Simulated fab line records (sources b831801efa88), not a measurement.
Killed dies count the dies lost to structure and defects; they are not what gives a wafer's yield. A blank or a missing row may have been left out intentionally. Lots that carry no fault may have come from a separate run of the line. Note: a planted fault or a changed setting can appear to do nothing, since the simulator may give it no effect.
Which of the tools did it? + flow gf180mcu + 14 lots, 42 wafers sampled, at 4 steps of a route of 602

## WHAT THE GAUGES READ, wafer by wafer
GF_VT_IMPLANT_OVL_MEAS_18.
| lot  | measured     | on         | VT_IMPLANT_01_OVL (nm) |
|------|--------------|------------|------------------------|
| L394 | day 6 02:05  | overlay-02 | 0.2 1.6 -0.6           |
| L396 | day 6 14:19  | overlay-01 | -1.2 -0.6 -1.2         |
| L397 | day 7 10:05  | overlay-01 | 0.6 -0.4 0.4           |
| L399 | day 7 19:28  | overlay-01 | -1.6 2.2 -0.3          |
| L400 | day 8 09:04  | overlay-01 | -3.2 -2.2 -2.2         |
| L402 | day 8 14:14  | overlay-02 | -2.0 0.1 -2.6          |
| L403 | day 9 03:13  | overlay-01 | -1.9 -2.0 -1.6         |
| L404 | day 9 06:43  | overlay-02 | -2.9 -3.5 -2.3         |
| L406 | day 9 13:22  | overlay-02 | -0.8 -1.7 -0.3         |
| L407 | day 9 18:05  | overlay-01 | 0.0 -1.1 1.6           |
| L411 | day 10 17:34 | overlay-01 | 0.2 -0.4 -0.7          |
| L412 | day 11 00:40 | overlay-02 | -0.9 0.6 0.3           |
| L413 | day 11 06:26 | overlay-02 | -1.2 -1.0 -2.6         |
| L417 | day 12 07:49 | overlay-01 | -0.1 -1.5 -1.1         |

GF_POLY_GATE_CD_MEAS_10 targets a cd of 280 nm.
| lot  | measured     | on        | cd-nm (nm)        |
|------|--------------|-----------|-------------------|
| L394 | day 8 23:34  | cd-sem-02 | 279.3 279.0 279.1 |
| L396 | day 9 12:45  | cd-sem-02 | 280.2 281.5 280.4 |
| L397 | day 10 11:14 | cd-sem-01 | 280.2 279.4 279.8 |
| L399 | day 11 02:17 | cd-sem-01 | 279.6 279.9 280.6 |
| L400 | day 11 13:03 | cd-sem-01 | 281.1 280.5 280.3 |
| L402 | day 11 22:32 | cd-sem-01 | 281.0 280.6 281.5 |
| L403 | day 12 08:21 | cd-sem-01 | 279.4 279.0 278.6 |
| L404 | day 12 15:01 | cd-sem-01 | 281.1 280.6 281.0 |
| L406 | day 12 23:13 | cd-sem-02 | 279.2 279.5 279.3 |
| L407 | day 13 01:38 | cd-sem-01 | 278.3 278.2 278.0 |
| L411 | day 14 05:45 | cd-sem-01 | 280.9 279.5 281.3 |
| L412 | day 14 15:24 | cd-sem-02 | 280.7 280.4 280.8 |
| L413 | day 14 20:59 | cd-sem-02 | 281.6 280.6 281.6 |
| L417 | day 16 02:19 | cd-sem-01 | 281.2 282.2 280.1 |

GF_HV_LDD_CD_MEAS_19 targets a cd of 400 nm.
| lot  | measured     | on        | cd-nm (nm)        |
|------|--------------|-----------|-------------------|
| L394 | day 10 11:55 | cd-sem-02 | 401.0 400.7 401.3 |
| L396 | day 11 02:59 | cd-sem-02 | 402.4 403.0 404.5 |
| L397 | day 12 02:34 | cd-sem-02 | 397.8 398.7 396.7 |
| L399 | day 12 18:37 | cd-sem-01 | 396.2 400.5 396.9 |
| L400 | day 13 05:22 | cd-sem-02 | 396.8 397.0 395.5 |
| L402 | day 13 14:40 | cd-sem-01 | 400.7 401.6 403.3 |
| L403 | day 14 03:20 | cd-sem-02 | 397.8 397.9 398.4 |
| L404 | day 14 08:55 | cd-sem-01 | 397.6 396.6 399.3 |
| L406 | day 14 19:13 | cd-sem-02 | 401.3 401.4 402.4 |
| L407 | day 14 20:55 | cd-sem-01 | 398.7 399.5 397.6 |
| L411 | day 16 03:03 | cd-sem-02 | 400.2 400.5 400.8 |
| L412 | day 16 12:19 | cd-sem-01 | 370.4 368.6 401.3 |
| L413 | day 16 19:07 | cd-sem-01 | 365.5 397.7 368.2 |
| L417 | day 18 01:30 | cd-sem-02 | 400.8 401.5 400.3 |

## WHICH TOOL RAN EACH LOT (tool, then ch and the chambers of the sampled wafers, then the start)
| lot  | GF_HV_LDD_DEVELOP_18              |
|------|-----------------------------------|
| L394 | litho-track-04 ch 0, day 10 11:47 |
| L396 | litho-track-01 ch 0, day 11 02:51 |
| L397 | litho-track-04 ch 0, day 12 02:26 |
| L399 | litho-track-01 ch 0, day 12 18:28 |
| L400 | litho-track-02 ch 0, day 13 05:13 |
| L402 | litho-track-04 ch 0, day 13 14:32 |
| L403 | litho-track-01 ch 0, day 14 03:12 |
| L404 | litho-track-04 ch 0, day 14 08:47 |
| L406 | litho-track-02 ch 0, day 14 19:04 |
| L407 | litho-track-04 ch 0, day 14 20:47 |
| L411 | litho-track-04 ch 0, day 16 02:54 |
| L412 | litho-track-02 ch 0, day 16 12:10 |
| L413 | litho-track-02 ch 0, day 16 18:59 |
| L417 | litho-track-04 ch 0, day 18 01:21 |
- GF_HV_LDD_DEVELOP_18: develop time 60 s.

## AS READ BY THE TOOLS THEMSELVES (means over the sampled wafers that have a number; for cases with no such wafer, the mark the record gives instead)
GF_HV_LDD_DEVELOP_18.
| lot  | tool           | resist-line-temp-C (C) |
|------|----------------|------------------------|
| L394 | litho-track-04 | 22.90                  |
| L396 | litho-track-01 | 22.90                  |
| L397 | litho-track-04 | 23.00                  |
| L399 | litho-track-01 | 23.08                  |
| L400 | litho-track-02 | 23.09                  |
| L402 | litho-track-04 | 22.98                  |
| L403 | litho-track-01 | 23.08                  |
| L404 | litho-track-04 | 22.98                  |
| L406 | litho-track-02 | 22.98                  |
| L407 | litho-track-04 | 22.95                  |
| L411 | litho-track-04 | 22.98                  |
| L412 | litho-track-02 | 22.90                  |
| L413 | litho-track-02 | 22.87                  |
| L417 | litho-track-04 | 23.22                  |

## THE ANSWER, worked out from the rows above alone
Rule: what is usual is taken from the lots themselves. The widest of any qualifying gaps counts: lots, ordered by their means at a reading, are off when they make up no more than a third of the lots, leave a main group of 4 or more, and stand apart from it by 3 or more times the standard deviation of that group's means. A main group is skipped when, at the precision printed for the reading in the tables above, its means are all equal. Also off: a lot with no number at a reading for which 4 or more lots have one. Where the step has rows for the other lots, those lots are counted as sound. First the gauges in route order, then the tools' own readings, where a lot's mean is used as printed above. At the first step where some lot is off, the reading lying furthest off is the one used; lots without a number count as furthest.
Off, at GF_HV_LDD_CD_MEAS_19 on cd-nm: L412, L413. For the main group the mean is 399.6 nm and the standard deviation 2.1.
A tool fits if, at a process step before that reading, it ran every lot that is off, and no sound lot after the first of them. Gauges at GF_HV_LDD_CD_MEAS_19: tried the same way as those tools. This does not decide it: 2 tools fit, namely litho-track-02 at GF_HV_LDD_DEVELOP_18 and cd-sem-01 at GF_HV_LDD_CD_MEAS_19.

## WHAT THE SIMULATOR PUT IN
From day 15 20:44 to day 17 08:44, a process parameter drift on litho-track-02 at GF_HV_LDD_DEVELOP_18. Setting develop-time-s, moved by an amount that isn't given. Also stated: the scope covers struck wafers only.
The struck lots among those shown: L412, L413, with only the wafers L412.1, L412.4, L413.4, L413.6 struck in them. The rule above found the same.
